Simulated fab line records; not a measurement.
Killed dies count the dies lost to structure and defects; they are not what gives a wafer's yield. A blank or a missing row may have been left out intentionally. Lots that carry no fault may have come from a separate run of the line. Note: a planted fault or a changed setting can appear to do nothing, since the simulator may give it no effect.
Chamber matching + flow sky130 + 3 sister chambers for SKY_CAPM_CVD_00 on pecvd-04
The step deposits SiO2, target thk 15.5 nm. 3 wafers are shown with their chamber, then 10 later ones without.

## EACH WAFER AND ITS CHAMBER
| wafer  | chamber | heaterPowerW (W) |
|--------|---------|------------------|
| L085.1 | 2       | 652              |
| L088.1 | 1       | 768              |
| L088.2 | 0       | 775              |

## WAFERS WITHOUT THEIR CHAMBER
| wafer  | heaterPowerW (W) |
|--------|------------------|
| L088.5 | 651              |
| L093.1 | 599              |
| L093.2 | 680              |
| L093.3 | 795              |
| L093.4 | 607              |
| L093.5 | 765              |
| L093.6 | 679              |
| L094.2 | 768              |
| L094.4 | 638              |
| L094.6 | 748              |

## EACH ONE'S CHAMBER
| wafer  | from the rows above     | in truth                   |
|--------|-------------------------|----------------------------|
| L088.5 | 2                       | 2                          |
| L093.1 | 2                       | 2                          |
| L093.2 | 2                       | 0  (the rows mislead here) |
| L093.3 | can't be placed: 0 or 1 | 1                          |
| L093.4 | 2                       | 2                          |
| L093.5 | can't be placed: 1 or 0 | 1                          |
| L093.6 | 2                       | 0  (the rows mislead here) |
| L094.2 | can't be placed: 1 or 0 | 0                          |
| L094.4 | 2                       | 2                          |
| L094.6 | can't be placed: 1 or 0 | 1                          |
4 of 10 placed correctly. Not placeable from these rows: 4 (in 4, the candidates include the true chamber). Number placed wrongly: 2.
How it was worked out, from the rows above alone: a wafer's distance from a chamber is the root of the sum, over the readings, of the square of ((its reading less the chamber's mean) divided by the reading's scatter). If the next closest chamber is less than 2 further off than the closest, the wafer can't be placed; otherwise it belongs to the closest. The mean given for a chamber averages the wafers shown for that chamber. The scatter (one wafer shown for each chamber): square how far every hidden wafer sits from the nearest shown wafer, average those squares and take the square root.
